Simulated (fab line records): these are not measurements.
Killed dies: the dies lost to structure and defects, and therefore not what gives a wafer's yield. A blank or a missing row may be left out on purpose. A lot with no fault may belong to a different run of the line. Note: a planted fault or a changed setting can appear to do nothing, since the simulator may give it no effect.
fab line records    flow gf180mcu    part 2 of 2: steps 26 to 35 of 35
[record] lots = 5  wafers = 15  lastDay = 34
route steps=602 shown M3@424 V3@429 M4@456
lots that met no fault: from a run of the same line without faults
startH: start of the lot's first displayed wafer, in hours after the record's first day    waitH: hours since the lot's step before    " repeats the value in the row above    L1.1+2: one row covering several wafers at once    - no value present, or no start provided    * or withheld: withheld    < > ~ a bound
route shown NAME@n: NAME is a module with steps in the file, n the number in the route of the first one    usual: mean and standard deviation over wafers with no fault    same: alike in all rows    chamber/n: place in a boat    sites: per-site readings    _std_site: the standard deviation of these    _edge_site: mean of outer sites minus mean of inner sites    radiusMm: how far each site lies from the wafer's centre    mask NAME#n: copy n    behind: the last tool/chamber to shape the wafer    hold: why the lot was held/for how many hours/how that ended    device: the n, p or np transistor that did not switch    end of line: the same wafers' tests at the end of the route    a step without rows: its recipe alone    killed: dies lost to structure and defects at the first sort, not the wafer's yield    map: dies across one wafer; x = killed, . = not, _ = none there
set.NAME: the run value of the setting; set.NAME@STEP: its run value at that earlier step    model.NAME: the simulator's own value behind a step, which no gauge read
lots at some steps of the route; a table a step, a row a wafer
services: when a tool's chamber went out of use (startH, in hours from the record's first day, below 0 if earlier), for how many hours, and the reason
[[steps]]
[step GF_V3_CLEAN_20]
[recipe] chemistry = DIW  dry = n2Spin
lot.wafer   tool         chamber  startH  waitH
L079.2+3+6  wetBench-04  1        556.82  0.0
L088.4+5+6  wetBench-04  0        629.46  0.0
L092.1+4+5  wetBench-04  2        657.06  0.0
L094.1+2+5  wetBench-02  2        673.57  0.0
L096.1+4+5  wetBench-03  0        681.72  0.0
[step GF_V3_SPUTTER_21]
[recipe] material = Ti  targetThkNm = 15  chamberPressurePa = 5  powerW = 2500  substrateTempC = 200  timeS = 80.02
[usual] throttleValvePct = 30.2/1.1
lot.wafer  tool           chamber  startH  waitH  throttleValvePct
L079.2     pvdSputter-02  -        556.91  0.0    29.5
L079.3     "              -        "       "      29.4
L079.6     "              -        "       "      30.2
L088.4     pvdSputter-04  -        629.56  0.0    29.1
L088.5     "              -        "       "      30.0
L088.6     "              -        "       "      30.1
L092.1     pvdSputter-01  -        657.15  0.0    29.3
L092.4     "              -        "       "      30.9
L092.5     "              -        "       "      29.8
L094.1     pvdSputter-02  -        673.67  0.0    29.4
L094.2     "              -        "       "      29.4
L094.5     "              -        "       "      32.5
L096.1     pvdSputter-02  -        681.81  0.0    29.5
L096.4     "              -        "       "      30.3
L096.5     "              -        "       "      32.9
[step GF_V3_SPUTTER_22]
[recipe] material = TiN  targetThkNm = 10  chamberPressurePa = 5  powerW = 4000  timeS = 40
[usual] throttleValvePct = 30.2/1.1
lot.wafer  tool           chamber  startH  waitH  throttleValvePct
L079.2     pvdSputter-02  -        556.97  0.0    29.2
L079.3     "              -        "       "      29.4
L079.6     "              -        "       "      30.3
L088.4     pvdSputter-04  -        629.62  0.0    29.5
L088.5     "              -        "       "      30.1
L088.6     "              -        "       "      30.1
L092.1     pvdSputter-01  -        657.21  0.0    29.3
L092.4     "              -        "       "      31.1
L092.5     "              -        "       "      29.4
L094.1     pvdSputter-02  -        673.73  0.0    29.3
L094.2     "              -        "       "      29.4
L094.5     "              -        "       "      32.7
L096.1     pvdSputter-02  -        681.87  0.0    29.2
L096.4     "              -        "       "      30.1
L096.5     "              -        "       "      32.6
[step GF_V3_CVD_23]
[recipe] material = W  targetThkNm = 350  timeS = 104.9  tempC = 400  pressureTorr = 40
[usual] heaterPowerW = 818/56
lot.wafer  tool     chamber  startH  waitH  heaterPowerW
L079.2     cvdW-02  1        557.01  0.0    762
L079.3     "        0        "       "      818
L079.6     "        0        "       "      814
L088.4     cvdW-02  0        629.69  0.1    836
L088.5     "        0        "       "      801
L088.6     "        1        "       "      761
L092.1     cvdW-01  0        657.25  0.0    777
L092.4     "        1        "       "      910
L092.5     "        0        "       "      804
L094.1     cvdW-01  0        673.77  0.0    807
L094.2     "        1        "       "      936
L094.5     "        0        "       "      803
L096.1     cvdW-02  1        681.91  0.0    773
L096.4     "        1        "       "      747
L096.5     "        1        "       "      752
[step GF_V3_RS_MEAS_24]
[recipe] thkMeasGauge = four-point-probe  reads = W_of_V3_CVD_23+TiN_of_V3_SPUTTER_22+Ti_of_V3_SPUTTER_21
[usual] V3_W_RS = 0.324/0.0046
lot.wafer  tool          chamber  startH  waitH  V3_W_RS[ohm/sq]
L079.2     filmMetro-03  -        557.14  0.1    0.317
L079.3     "             -        "       "      0.324
L079.6     "             -        "       "      0.326
L088.4     filmMetro-04  -        629.83  0.1    0.318
L088.5     "             -        "       "      0.325
L088.6     "             -        "       "      0.314
L092.1     filmMetro-03  -        657.36  0.1    0.332
L092.4     "             -        "       "      0.324
L092.5     "             -        "       "      0.332
L094.1     filmMetro-03  -        673.88  0.1    0.327
L094.2     "             -        "       "      0.326
L094.5     "             -        "       "      0.330
L096.1     filmMetro-04  -        682.02  0.1    0.326
L096.4     "             -        "       "      0.325
L096.5     "             -        "       "      0.324
[step GF_V3_THK_MEAS_25]
[recipe] thkMeasGauge = xrf  reads = W_of_V3_CVD_23
[usual] V3_W_THK = 354/5.7
lot.wafer  tool          chamber  startH  waitH  V3_W_THK[nm]
L079.2     filmMetro-03  -        557.25  0.1    360
L079.3     "             -        "       "      350
L079.6     "             -        "       "      350
L088.4     filmMetro-04  -        629.92  0.1    361
L088.5     "             -        "       "      350
L088.6     "             -        "       "      363
L092.1     filmMetro-03  -        657.48  0.1    344
L092.4     "             -        "       "      352
L092.5     "             -        "       "      344
L094.1     filmMetro-03  -        674.00  0.1    347
L094.2     "             -        "       "      347
L094.5     "             -        "       "      343
L096.1     filmMetro-04  -        682.14  0.1    355
L096.4     "             -        "       "      357
L096.5     "             -        "       "      359
[step GF_V3_CMP_26]
[recipe] stopOn = SiO2  downForcePsi = 3.5  platenRpm = 60  tOverpolishS = 15  targetThkNm = 0  padVelocityMS = 0.94248
[usual] motorCurrentA = 11.4/1.5  overpolishRunS = 15.001/0.0085  slurryFilterDpKPa = 13.49/0.13  timeToEndpointS = 84/4.8
lot.wafer  tool    chamber  startH  waitH  motorCurrentA  overpolishRunS  slurryFilterDpKPa  timeToEndpointS
L079.3     cmp-02  1        557.30  0.0    13.1           15.001          13.63              92
L079.2     "       2        "       "      11.1           14.999          13.62              84
L079.6     "       2        "       "      10.8           15.000          13.50              81
L088.4     cmp-02  1        630.00  0.1    13.4           14.995          13.45              86
L088.6     "       0        "       "      9.9            15.010          13.41              83
L088.5     "       1        "       "      13.6           14.995          13.50              87
L092.1     cmp-02  2        657.54  0.1    11.2           15.003          13.54              75
L092.4     "       1        "       "      13.7           15.000          13.45              81
L092.5     "       2        "       "      11.3           15.005          13.53              73
L094.2     cmp-01  0        674.16  0.1    10.1           15.001          13.63              88
L094.1     "       1        "       "      11.4           14.993          13.74              80
L094.5     "       3        "       "      10.4           14.999          13.46              83
L096.4     cmp-02  3        682.20  0.0    13.2           14.996          13.41              92
L096.1     "       0        "       "      9.6            15.012          13.38              82
L096.5     "       3        "       "      11.7           14.993          13.32              93
[step GF_M4_SPUTTER_00]
[recipe] material = Ti  targetThkNm = 37.5  arrivingIonEnergyEv = 80  substrateTempC = 200  chamberPressurePa = 2  powerW = 4000  timeS = 150
[usual] throttleValvePct = 30.0/0.99
lot.wafer  tool           chamber  startH  waitH  throttleValvePct
L079.2     pvdSputter-03  -        557.60  0.2    29.8
L079.3     "              -        "       "      29.9
L079.6     "              -        "       "      29.4
L088.4     pvdSputter-02  -        630.25  0.2    30.4
L088.5     "              -        "       "      30.5
L088.6     "              -        "       "      29.3
L092.1     pvdSputter-03  -        657.84  0.2    30.1
L092.4     "              -        "       "      29.2
L092.5     "              -        "       "      29.7
L094.1     pvdSputter-02  -        674.36  0.1    29.4
L094.2     "              -        "       "      30.6
L094.5     "              -        "       "      29.6
L096.1     pvdSputter-01  -        682.50  0.2    29.2
L096.4     "              -        "       "      29.6
L096.5     "              -        "       "      29.5
[step GF_M4_SPUTTER_01]
[recipe] material = TiN  targetThkNm = 30  powerW = 6500  timeS = 25  chamberPressurePa = 0.4
[usual] throttleValvePct = 30.0/0.99
lot.wafer  tool           chamber  startH  waitH  throttleValvePct
L079.2     pvdSputter-03  -        557.70  0.1    29.8
L079.3     "              -        "       "      30.2
L079.6     "              -        "       "      29.8
L088.4     pvdSputter-02  -        630.35  0.1    30.1
L088.5     "              -        "       "      30.5
L088.6     "              -        "       "      29.4
L092.1     pvdSputter-03  -        657.94  0.1    29.9
L092.4     "              -        "       "      29.2
L092.5     "              -        "       "      29.5
L094.1     pvdSputter-02  -        674.46  0.1    29.5
L094.2     "              -        "       "      30.3
L094.5     "              -        "       "      29.4
L096.1     pvdSputter-01  -        682.60  0.1    29.5
L096.4     "              -        "       "      29.5
L096.5     "              -        "       "      29.3
[step GF_M4_SPUTTER_02]
[recipe] material = AlCu  targetThkNm = 450  powerW = 10600  timeS = 23.9  chamberPressurePa = 0.4
[usual] throttleValvePct = 30.0/0.98
lot.wafer  tool           chamber  startH  waitH  throttleValvePct
L079.2     pvdSputter-03  -        557.73  0.0    29.6
L079.3     "              -        "       "      29.7
L079.6     "              -        "       "      29.3
L088.4     pvdSputter-02  -        630.38  0.0    30.1
L088.5     "              -        "       "      30.0
L088.6     "              -        "       "      29.4
L092.1     pvdSputter-03  -        657.97  0.0    30.2
L092.4     "              -        "       "      29.0
L092.5     "              -        "       "      29.4
L094.1     pvdSputter-02  -        674.49  0.0    29.3
L094.2     "              -        "       "      30.1
L094.5     "              -        "       "      29.3
L096.1     pvdSputter-01  -        682.63  0.0    29.1
L096.4     "              -        "       "      29.6
L096.5     "              -        "       "      29.4
[[services]]
tool            chamber  startH  hours  kind
rieDiel-04      0        507.89  3.3    repair
rieDiel-04      1        510.59  14.2   repair
wetBench-01     -        519.86  1.9    pm
plasmaAsher-01  -        523.85  4.6    repair
cmp-01          -        525.64  3.5    repair
pvdSputter-02   -        528.37  8.7    repair
cmp-01          -        529.94  1.2    repair
cmp-01          -        538.97  9.6    repair
krfScanner-01   -        539.37  0.8    pm
pvdSputter-03   -        541.97  1.4    repair
cvdW-02         -        546.13  6.9    pm
cmp-02          -        549.13  0.2    repair
cmp-01          -        551.40  1.7    repair
krfScanner-01   -        553.83  1.0    pm
pvdSputter-03   -        560.40  1.4    repair
pvdSputter-02   -        568.85  2.3    repair
cmp-02          -        572.00  4.0    pm
rieDiel-04      3        576.60  38.2   repair
rieDiel-04      1        603.61  5.2    repair
rieDiel-04      2        613.78  9.9    repair
cmp-02          -        633.98  0.8    repair
plasmaAsher-01  -        650.70  11.4   repair
wetBench-02     -        654.30  3.3    repair
cmp-02          -        679.07  0.7    repair
